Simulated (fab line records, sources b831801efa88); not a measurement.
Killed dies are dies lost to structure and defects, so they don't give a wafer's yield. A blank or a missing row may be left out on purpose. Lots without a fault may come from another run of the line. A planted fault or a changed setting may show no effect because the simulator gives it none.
A struck lot beside a sound one | flow sfq_line | 15 steps out of a route of 325
Sound: wafers L592.1, L592.2, L592.5. Struck: wafer L605.2. (L605.1, L605.6 of the same lot were not struck and are left out.) The cause comes at the end.
At each step with rows: each side's tool, then ch and its chambers, then its first start. Under that, the readings that differ: sound wafers | struck wafers | difference of the means | sigmas: that difference in standard deviations of wafers without a fault.
alike: readings whose means differ by less than 2 such deviations, and words and numbers that are the same on both sides. not compared: withheld readings, readings that some wafer has no value for, bounds like >300 that may hide the same value, and numbers for which the record gives no deviation and whose values overlap.
The two part at a step that has a row with sigmas, a row that says differs or no value, or rows on one side only. Numbers that don't overlap but have no deviation are shown without sigmas and don't part them. A reading that every wafer of one side lacks parts them only if that side has two wafers or more.

SFQ_I5_OVL_MEAS_936:
  sound on overlay-02, day 76 21:26; struck on overlay-01, day 81 13:31
  reading     | sound  | struck | difference | sigmas
  I5_OVL (nm) | 9 8 -3 | -6     | -11        | -2
SFQ_TRILAYER_I5_BARC_OPEN_VIA_ETCH_200: etches BARC in O2, target depth 125 nm, time 41.7 s.
  sound on rie_diel-02 ch 0,3, day 76 21:28; struck on rie_diel-03 ch 3, day 81 13:34
  alike: drypump_motor_current_A, oes_product_au, run_length_s
  not compared: rf_hours_counter_h
SFQ_TRILAYER_I5_ETCH_VIA_ETCH_147: etches the open film in CHF3, stops on Nb, target depth 360 nm.
  sound on rie_diel-02 ch 0,3, day 76 21:31; struck on rie_diel-03 ch 3, day 81 13:36
  reading               | sound             | struck | difference | sigmas
  oes_product_au (a.u.) | 0.988 0.993 0.996 | 1.006  | +0.014     | +3
  alike: drypump_motor_current_A
SFQ_TRILAYER_I5_STRIP_STRIP_148: strips in O2.
  sound on rie_metal-02 ch 0,1, day 76 21:40; struck on rie_metal-04 ch 0, day 81 13:45
  alike: drypump_motor_current_A, oes_product_au
  not compared: rf_hours_counter_h
then, 7 steps without rows for these wafers: SFQ_TRILAYER_I5_STRIP_SOLV_CLEAN_149 (cleans in NMP, time 600 s); SFQ_TRILAYER_C5_LITHO_COAT_156 (resist thk 62 nm); SFQ_TRILAYER_C5_LITHO_COAT_151 (resist thk 650 nm); SFQ_TRILAYER_C5_LITHO_SOFTBAKE_155; SFQ_TRILAYER_C5_LITHO_EXPOSE_152 (exposes mask C5, target cd 500 nm); SFQ_TRILAYER_C5_LITHO_PEB_154 (peb time 60 s); SFQ_TRILAYER_C5_LITHO_DEVELOP_153 (time 60 s).
SFQ_C5_OVL_MEAS_937:
  sound on overlay-01, day 77 12:22; struck on overlay-01, day 81 21:55
  alike: C5_OVL
SFQ_TRILAYER_C5_BARC_OPEN_VIA_ETCH_210: etches BARC in O2, target depth 125 nm, time 41.7 s.
  sound on rie_diel-02 ch 0,2, day 77 12:23; struck on rie_diel-01 ch 0, day 81 21:58
  reading                                             | sound             | struck | difference | sigmas
  oes_product_au (a.u.)                               | 0.685 0.689 0.684 | 0.641  | -0.045     | -9
  run_length_s (s)                                    | 70.1 70.1 69.7    | 76.6   | +6.6       | +15
  model.KrF_of_TRILAYER_C5_LITHO_COAT_151.thk_nm (nm) | 577.7 576.5 575.6 | 569.8  | -6.8       |
  alike: drypump_motor_current_A
  not compared: rf_hours_counter_h
SFQ_TRILAYER_C5_ETCH_VIA_ETCH_154: etches SiO2 in CHF3, stops on Nb, target depth 84 nm.
  sound on rie_diel-02 ch 0,2, day 77 12:26; struck on rie_diel-01 ch 0, day 81 22:00
  reading                                             | sound         | struck | difference | sigmas
  model.KrF_of_TRILAYER_C5_LITHO_COAT_151.thk_nm (nm) | 563 561.8 561 | 555.2  | -6.7       |
  alike: drypump_motor_current_A, oes_product_au
SFQ_TRILAYER_C5_STRIP_STRIP_155: strips in O2.
  sound on rie_metal-04 ch 0,1, day 77 12:29; struck on rie_metal-01 ch 1, day 81 22:02
  alike: drypump_motor_current_A, oes_product_au
  not compared: rf_hours_counter_h

WHERE THEY PART
First at SFQ_I5_OVL_MEAS_936; last, within this record, at SFQ_TRILAYER_C5_BARC_OPEN_VIA_ETCH_210. Later steps at which nothing parts them and some readings are alike: SFQ_TRILAYER_C5_ETCH_VIA_ETCH_154, SFQ_TRILAYER_C5_STRIP_STRIP_155.

WHY: what the simulator had put in
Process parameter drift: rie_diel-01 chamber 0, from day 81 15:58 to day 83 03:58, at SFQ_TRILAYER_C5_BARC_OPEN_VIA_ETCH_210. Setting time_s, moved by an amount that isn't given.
